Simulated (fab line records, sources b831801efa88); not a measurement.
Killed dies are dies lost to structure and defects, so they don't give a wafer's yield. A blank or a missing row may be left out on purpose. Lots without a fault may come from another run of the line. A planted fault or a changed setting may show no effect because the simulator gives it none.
fab line records | flow gf180mcu
record lots=14 wafers=42 last_day=34
route steps=602 shown V5@542
lots that met no fault: from a run of the same line without faults
start_h: hours from the record's first day to the start of the lot's first wafer shown | wait_h: hours since the lot's step before | " the same as in the row above | L1.1+2: a row that stands for several wafers | - no value, or no start given | * or withheld: withheld | < > ~ a bound
route shown NAME@n: a module of which the file shows steps, and the number in the route of the first | usual: mean/standard deviation of fault-free wafers | same: alike in all rows | chamber/n: place in a boat | sites: the reading at each site | _std_site: their standard deviation | _edge_site: outer sites' mean less inner sites' | radius_mm: how far each site lies from the wafer's centre | mask NAME#n: copy n | behind: the tool/chamber that last shaped the wafer | hold: why the lot was held/for how many hours/how that ended | device: the transistor (n, p or np) that didn't switch | end of line: the same wafers' tests at the end of the route | a step without rows: its recipe alone | killed: dies lost to structure and defects at the first sort, not the wafer's yield | map: a wafer's dies, x killed, . not, _ none there
set.NAME: the setting as run; set.NAME@STEP: as run at that earlier step | model.NAME: the simulator's own value behind a step, which no gauge read
steps of the route over a sample of lots; a table a step, a row a wafer
services: from which hour (start_h, from the record's first day; less than 0 if before it) a tool's chamber was out of use, for how many hours, and why
## steps
# step GF_V5_CVD_02
# recipe material=SiO2 target_thk_nm=1450 precursor=TEOS temp_c=400 time_s=163.28 rf_w=600
# usual heater_power_outer_w=400/77 heater_power_w=682/99
# columns lot.wafer tool chamber start_h wait_h heater_power_outer_w heater_power_w since_wet_clean_h
L217.4 pecvd-01 1 603.42 0.1 431 649 -
L217.5 " 0 " " 256 510 -
L217.6 " 2 " " 402 746 -
L218.2 pecvd-04 0 615.78 0.0 311 598 233
L218.3 " 1 " " 455 797 233
L218.6 " 1 " " 493 840 -
L219.1 pecvd-04 0 622.54 0.1 342 626 240
L219.4 " 1 " " 362 667 -
L219.5 " 0 " " 383 703 -
L220.1 pecvd-01 2 628.89 0.1 396 742 454
L220.3 " 1 " " 489 728 454
L220.4 " 0 " " 252 538 -
L221.2 pecvd-03 2 631.85 0.0 483 753 27
L221.3 " 1 " " 453 716 27
L221.5 " 0 " " 280 495 -
L230.1 pecvd-04 2 710.69 0.1 401 711 328
L230.4 " 1 " " 469 813 -
L230.5 " 2 " " 302 556 -
L231.1 pecvd-03 1 717.19 0.1 509 791 112
L231.3 " 0 " " 316 528 112
L231.4 " 2 " " 479 756 -
L233.2 pecvd-04 0 724.99 0.0 401 708 342
L233.3 " 1 " " 484 851 342
L233.4 " 1 " " 375 664 -
L234.3 pecvd-03 1 734.74 0.0 439 700 130
L234.4 " 0 " " 368 607 -
L234.5 " 2 " " 361 615 -
L235.2 pecvd-03 1 742.72 0.0 525 797 138
L235.3 " 2 " " 421 670 138
L235.4 " 2 " " 484 739 -
L236.1 pecvd-01 1 746.30 0.1 521 747 572
L236.3 " 0 " " 325 614 572
L236.5 " 2 " " 408 742 -
L237.1 pecvd-01 0 755.08 0.1 278 569 580
L237.4 " 1 " " 433 635 -
L237.5 " 0 " " 338 649 -
L239.4 pecvd-04 1 758.59 0.1 370 669 -
L239.5 " 0 " " 391 698 -
L239.6 " 2 " " 380 681 -
L240.1 pecvd-03 2 761.58 0.1 486 750 156
L240.4 " 0 " " 343 586 -
L240.5 " 1 " " 514 782 -
# step GF_V5_CMP_04
# recipe material=SiO2 down_force_psi=4 platen_rpm=60 pad_velocity_m_s=0.94248
# usual motor_current_A=11.9/1.1
# columns lot.wafer tool chamber start_h wait_h motor_current_A
L217.4 cmp-02 0 603.69 0.2 12.3
L217.5 " 1 " " 12.6
L217.6 " 2 " " 10.7
L218.3 cmp-01 3 616.04 0.1 13.5
L218.2 " 0 " " 12.0
L218.6 " 2 " " 11.7
L219.4 cmp-02 1 622.75 0.1 12.8
L219.1 " 3 " " 10.3
L219.5 " 0 " " 12.8
L220.4 cmp-01 2 629.10 0.1 10.8
L220.3 " 3 " " 13.3
L220.1 " 0 " " 11.7
L221.2 cmp-02 0 632.02 0.0 12.8
L221.3 " 2 " " 9.6
L221.5 " 0 " " 12.5
L230.1 cmp-02 2 710.91 0.1 10.8
L230.4 " 3 " " 10.2
L230.5 " 1 " " 13.6
L231.3 cmp-01 0 717.36 0.0 12.1
L231.1 " 2 " " 11.6
L231.4 " 3 " " 13.4
L233.2 cmp-01 0 725.16 0.0 11.3
L233.3 " 1 " " 13.1
L233.4 " 2 " " 10.8
L234.4 cmp-01 2 734.96 0.1 11.2
L234.3 " 0 " " 11.8
L234.5 " 1 " " 12.6
L235.4 cmp-02 0 742.92 0.0 12.9
L235.2 " 1 " " 13.6
L235.3 " 3 " " 10.4
L236.1 cmp-02 3 746.56 0.1 10.8
L236.3 " 0 " " 13.2
L236.5 " 2 " " 10.6
L237.1 cmp-01 2 755.35 0.1 11.1
L237.4 " 3 " " 13.6
L237.5 " 1 " " 12.0
L239.4 cmp-01 1 758.74 0.1 12.6
L239.5 " 1 " " 12.6
L239.6 " 2 " " 11.4
L240.4 cmp-02 3 761.75 0.0 10.9
L240.1 " 0 " " 13.1
L240.5 " 0 " " 13.3
# step GF_V5_RS_MEAS_24
# recipe thk_meas_gauge=four-point-probe reads=W_of_V5_CVD_23+TiN_of_V5_SPUTTER_22+Ti_of_V5_SPUTTER_21
# usual V5_W_RS=0.326/0.0032
# columns lot.wafer tool chamber start_h wait_h V5_W_RS[ohm/sq]
L217.4 film_metro-01 - 625.63 0.1 0.321
L217.5 " - " " 0.328
L217.6 " - " " 0.326
L218.2 film_metro-01 - 638.44 0.1 0.318
L218.3 " - " " 0.321
L218.6 " - " " 0.326
L219.1 film_metro-03 - 644.48 0.1 0.323
L219.4 " - " " 0.325
L219.5 " - " " 0.321
L220.1 film_metro-03 - 650.91 0.1 0.322
L220.3 " - " " 0.324
L220.4 " - " " 0.322
L221.2 film_metro-01 - 652.79 0.1 0.327
L221.3 " - " " 0.323
L221.5 " - " " 0.320
L230.1 film_metro-01 - 729.43 0.1 0.327
L230.4 " - " " 0.327
L230.5 " - " " 0.328
L231.1 film_metro-01 - 736.07 0.1 0.327
L231.3 " - " " 0.328
L231.4 " - " " 0.331
L233.2 film_metro-03 - 743.72 0.1 0.326
L233.3 " - " " 0.326
L233.4 " - " " 0.326
L234.3 film_metro-01 - 753.13 0.1 0.327
L234.4 " - " " 0.325
L234.5 " - " " 0.328
L235.2 film_metro-01 - 760.58 0.1 0.329
L235.3 " - " " 0.330
L235.4 " - " " 0.329
L236.1 film_metro-02 - 764.13 0.1 0.331
L236.3 " - " " 0.333
L236.5 " - " " 0.333
L237.1 film_metro-01 - 773.33 0.1 0.326
L237.4 " - " " 0.326
L237.5 " - " " 0.329
L239.4 film_metro-02 - 776.07 0.1 0.327
L239.5 " - " " 0.328
L239.6 " - " " 0.327
L240.1 film_metro-02 - 779.45 0.1 0.330
L240.4 " - " " 0.326
L240.5 " - " " 0.325
# step GF_V5_CMP_26
# recipe stop_on=SiO2 down_force_psi=3.5 platen_rpm=60 t_overpolish_s=15 target_thk_nm=0 pad_velocity_m_s=0.94248
# usual motor_current_A=10.8/0.99 overpolish_run_s=15.001/0.0083 time_to_endpoint_s=84/3.8
# same t_overpolish_s=15
# columns lot.wafer tool chamber start_h wait_h motor_current_A overpolish_run_s time_to_endpoint_s
L217.4 cmp-02 3 625.85 0.1 9.5 14.995 81
L217.6 " 1 " " 11.5 15.004 79
L217.5 " 2 " " 9.6 15.006 83
L218.3 cmp-01 2 638.70 0.1 10.1 15.010 90
L218.2 " 3 " " 12.4 15.005 87
L218.6 " 0 " " 10.5 15.014 86
L219.1 cmp-01 0 644.66 0.1 10.4 15.000 86
L219.4 " 3 " " 12.2 14.986 84
L219.5 " 1 " " 11.4 15.000 83
L220.3 cmp-01 3 651.09 0.0 12.6 15.001 85
L220.1 " 0 " " 11.2 15.001 89
L220.4 " 2 " " 10.1 0.043 132
L221.3 cmp-01 2 653.04 0.1 10.2 0.040 132
L221.2 " 3 " " 12.5 15.011 82
L221.5 " 2 " " 10.7 0.055 132
L230.1 cmp-02 1 729.66 0.1 11.7 15.004 81
L230.4 " 3 " " 9.8 14.996 86
L230.5 " 0 " " 11.4 14.996 91
L231.4 cmp-01 3 736.25 0.0 12.2 14.996 82
L231.1 " 1 " " 11.4 15.016 77
L231.3 " 2 " " 10.3 15.007 84
L233.3 cmp-02 3 743.93 0.1 9.3 15.004 86
L233.2 " 0 " " 12.2 15.011 94
L233.4 " 1 " " 11.6 14.996 85
L234.3 cmp-02 2 753.33 0.1 9.6 14.994 90
L234.4 " 3 " " 9.7 14.988 84
L234.5 " 3 " " 9.9 14.996 84
L235.2 cmp-02 1 760.74 0.0 11.7 15.012 84
L235.4 " 3 " " 10.2 15.005 80
L235.3 " 0 " " 11.7 14.985 87
L236.3 cmp-02 0 764.31 0.0 11.9 15.001 88
L236.1 " 1 " " 11.5 15.001 80
L236.5 " 0 " " 11.7 15.015 86
L237.4 cmp-02 1 773.74 0.2 11.6 14.983 84
L237.1 " 0 " " 11.5 15.010 89
L237.5 " 2 " " 9.8 15.006 84
L239.4 cmp-01 1 776.32 0.2 10.8 15.013 82
L239.6 " 0 " " 10.5 14.984 87
L239.5 " 1 " " 11.0 15.017 83
L240.4 cmp-02 1 779.73 0.1 11.9 15.007 78
L240.1 " 2 " " 9.3 14.983 83
L240.5 " 3 " " 10.1 14.996 79
## services
# columns tool chamber start_h hours kind
cmp-01 - 579.75 1.1 repair
cmp-02 - 580.83 12.1 pm
pecvd-03 - 591.12 14.0 pm
pecvd-03 0 591.12 14.0 vent_cycle
pecvd-03 1 591.12 14.0 vent_cycle
pecvd-03 2 591.12 14.0 vent_cycle
pecvd-03 0 605.12 - clean
pecvd-03 1 605.12 - clean
pecvd-03 2 605.12 - clean
cmp-01 - 642.06 2.1 repair
pecvd-03 2 647.95 8.2 repair
pecvd-03 0 656.29 3.5 repair
cmp-02 - 688.54 10.0 pm
pecvd-01 - 693.44 1.3 repair
cmp-02 - 707.75 0.5 repair
pecvd-04 - 727.69 0.6 repair
cmp-02 - 730.03 5.4 pm
pecvd-04 1 739.65 12.4 repair
cmp-01 - 749.18 4.0 pm
cmp-01 - 753.18 - consumable_replace:conditioner
cmp-01 - 753.18 - consumable_replace:pad
cmp-01 - 755.80 2.9 repair
cmp-02 - 764.65 2.5 repair
cmp-01 - 771.06 4.1 pm
## key
first_sign step=GF_V5_CMP_26 reading=overpolish_run_s direction=down sigmas=99+ usual=15.001 struck=0.046
effect step=GF_V5_CMP_26 reading=time_to_endpoint_s direction=up sigmas=13 usual=* struck=*
met_at GF_V5_CMP_26
struck_lots L220,L221
struck_wafers L220.4,L221.3,L221.5
later_rows_left_out L220.4,L221.3,L221.5
sort_left_out L220.4,L221.3,L221.5
not_acting_at GF_V5_CVD_02,GF_V5_CMP_04,GF_V5_RS_MEAS_24
onset_between 638.70 651.09
fault kind=process_parameter_drift tool=cmp-01 chamber=2 onset_h=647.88 steps=GF_V5_CMP_26 channel=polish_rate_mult offset=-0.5 shape=step end_h=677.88
# sort_left_out: the simulated sort isn't trusted on such a fault, so these wafers' sort isn't shown, and their yield isn't known
# later_rows_left_out: the simulator's readings of these wafers behind a module that went badly wrong aren't trusted and aren't shown, but for the sort
